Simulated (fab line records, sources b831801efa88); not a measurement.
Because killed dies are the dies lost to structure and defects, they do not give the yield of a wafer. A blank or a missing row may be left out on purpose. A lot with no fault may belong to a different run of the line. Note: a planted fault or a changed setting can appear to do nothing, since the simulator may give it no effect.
8D (eight disciplines) problem report, filled in by code -- flow gf180mcu -- the parts of the form that need people (team, actions taken, sign-off) are left out

1. WHAT WENT WRONG
Mean HV_LDD_CVD_54_THK at GF_HV_LDD_THK_MEAS_55: 14.09 nm over 12 wafers in 4 lots; fault-free wafers: 9.98 nm, standard deviation 0.12. That puts it +34 standard deviations away from the usual mean.
Seen first at day 13 16:54 on film-metro-02, wafer L464.3. The record has a number at this step for 42 wafers belonging to 14 lots. The rule behind "out" and "out of limits": a value lying over 4 standard deviations away from the usual mean. Any other wafer with a number is counted as sound.

2. WHAT THIS IS AND IS NOT
question,is,is not
which readings at this step,HV_LDD_CVD_54_THK,-
which lots,"L464, L465, L466, L467","L461, L462, L474, L475, L476, L477, L478, L480, L481, L482"
which wafers of those lots,all that have a number,-
read on which gauges,"film-metro-02, film-metro-04",film-metro-01
when,from day 13 16:54,"up to then (6 sound wafers); but 24 sound wafers of L474, L475, L476, L477, L478, L480, L481, L482 came after"

3. WHAT RULES OUT EACH SUSPECT
Counting: a tool at a process step up to the reading stays a suspect if it ran every lot that is out and no sound lot after the first of them.
- the gauge at GF_HV_LDD_THK_MEAS_55: ruled out. 2 gauges (film-metro-02, film-metro-04) read the wafers that are out.
- lpcvd-02 at GF_HV_LDD_CVD_54 (deposits SiO2 from TEOS, target thk 10 nm, time 75 s): ruled out as a lasting fault. Sound lots L475, L477, L478, L480 ran on it after its first lot that is out, L464 (day 13 15:52).
Left after counting: nothing in the record.

4. THE CAUSE (what the simulator had put in)
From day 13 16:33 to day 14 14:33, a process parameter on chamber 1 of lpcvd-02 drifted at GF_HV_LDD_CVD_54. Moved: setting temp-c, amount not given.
The count ruled it out by mistake, since the rule takes a fault to strike every lot its tool runs from the start of the fault on, and this one did not do so.

5. SEQUENCE OF EFFECTS, ordered by route
Each row: a reading whose mean over the struck wafers that have a number lies more than 3 standard deviations from the usual. Readings are gone through only where the record gives a usual standard deviation; hours: the median, over the lots, of the time from a lot's start at the first step in this table giving one to that lot's start at this step; sigmas: the change measured in usual standard deviations.
hours,step,reading,usual,on struck wafers,change,sigmas
0,GF_HV_LDD_CVD_54,spike-tc-bottom-C,702 C,720,+18,+5.0
0,GF_HV_LDD_CVD_54,spike-tc-centre-C,681.1 C,695.0,+13.9,+11
0,GF_HV_LDD_CVD_54,spike-tc-lower-C,680.0 C,694.6,+14.6,+11
0,GF_HV_LDD_CVD_54,spike-tc-top-C,696.9 C,712.1,+15.2,+7.6
0,GF_HV_LDD_CVD_54,spike-tc-upper-C,679.0 C,691.8,+12.8,+7.5
1,GF_HV_LDD_THK_MEAS_55,HV_LDD_CVD_54_THK,9.98 nm,14.09,+4.11,+34
Here are the process steps it includes:
- GF_HV_LDD_CVD_54: deposits SiO2 from TEOS, target thk 10 nm, time 75 s.

6. HOW IT WOULD HAVE BEEN CAUGHT EARLIER
In this record the first reading out of limits at a measuring or inspecting step was taken at day 13 16:54, 0 hours after the fault began at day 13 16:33.
At GF_HV_LDD_CVD_54, the tool's own readings (spike-tc-bottom-C, spike-tc-centre-C, spike-tc-lower-C, spike-tc-top-C, spike-tc-upper-C) were out on each struck wafer the step has a row for, so an alarm limit on them would have fired on the first such wafer.
